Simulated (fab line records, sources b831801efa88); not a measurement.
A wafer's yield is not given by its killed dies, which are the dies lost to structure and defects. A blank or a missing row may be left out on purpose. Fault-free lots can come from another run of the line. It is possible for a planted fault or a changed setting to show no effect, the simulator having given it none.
Code-filled problem report in 8D (eight disciplines) form ; flow gf180mcu ; the parts of the form that need people (team, actions taken, sign-off) are left out

1. THE PROBLEM
NWELL_RS at GF_VT_IMPLANT_RS_MEAS_47 reads a mean of 519.7 ohm/sq on 9 wafers of 3 lots; wafers without a fault read 488.3 ohm/sq with a standard deviation of 1.2. That is +26 standard deviations from the usual mean.
The step: measures by four-point-probe.
First seen on wafer L855.1, day 10 04:36, on film_metro-02. Wafers with a number at this step in the record: 39, from 13 lots. By rule, "out" or "out of limits" means more than 4 standard deviations away from the usual mean. The other wafers with a number count as sound.

2. WHAT IT IS, WHAT IT ISN'T
question;is;is not
which readings at this step;NWELL_RS;-
which lots;L855, L857, L860;L846, L847, L848, L849, L851, L853, L854, L858, L867, L868
which wafers of those lots;all that have a number;-
read on which gauges;film_metro-01, film_metro-02;film_metro-03
when;from day 10 04:36;"up to then (21 sound wafers); but 9 sound wafers of L858, L867, L868 came after"

3. SUSPECTS, AND WHAT RULES EACH OUT
Counting: a tool stays on the suspect list if, at a process step up to the reading, it processed all lots that are out and no sound lot following the first of them.
- the gauge at GF_VT_IMPLANT_RS_MEAS_47 has been ruled out. The wafers that are out were read on 2 gauges (film_metro-01, film_metro-02).
- implanter-01 at GF_NWELL_IMPLANT_09: kept. It processed each lot that is out, first L855 at day 5 10:15, and no sound lot thereafter; up to then, the last sound lot it processed was L854 at day 5 04:36. Its own readings are out on those wafers: dose_ions_cm2, faraday_current_uA.
After counting, what remains is implanter-01 at GF_NWELL_IMPLANT_09.

4. THE CAUSE (what the simulator had put in)
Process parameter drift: implanter-01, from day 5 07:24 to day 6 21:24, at GF_NWELL_IMPLANT_09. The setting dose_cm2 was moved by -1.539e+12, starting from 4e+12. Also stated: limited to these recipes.
The count eliminated every tool but this one.

5. THE CHAIN OF EFFECTS, in route order
Rows list readings where the struck wafers' mean (over those with a number) sits beyond 3 standard deviations from the usual. Only readings whose record carries a usual standard deviation are examined. hours: median over the lots of the time between each lot's start at the first step of this table that gives one and its start at this step. sigmas: the change, counted in usual standard deviations.
hours;step;reading;usual;on struck wafers;change;sigmas
0;GF_NWELL_IMPLANT_09;dose_ions_cm2;4e+12;2e+12;-2e+12;-99 or more
0;GF_NWELL_IMPLANT_09;faraday_current_uA;22.6;13.9;-8.7;-18
117;GF_VT_IMPLANT_RS_MEAS_47;NWELL_RS;488.3 ohm/sq;519.7;+31.4;+26
It contains these process steps:
- GF_NWELL_IMPLANT_09

6. HOW IT WOULD HAVE BEEN CAUGHT EARLIER
In this record the first reading out of limits at a measuring or inspecting step was taken at day 10 04:36, 117 hours after the fault began at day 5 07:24.
The tool's own readings at GF_NWELL_IMPLANT_09 were out on every struck wafer that the step has a row for (dose_ions_cm2, faraday_current_uA): an alarm limit on them would have fired on the first of those.
By day 10 04:36, every lot that is out (3) had started GF_NWELL_IMPLANT_09 on implanter-01. A hold on the tool at that time would have spared none of them.
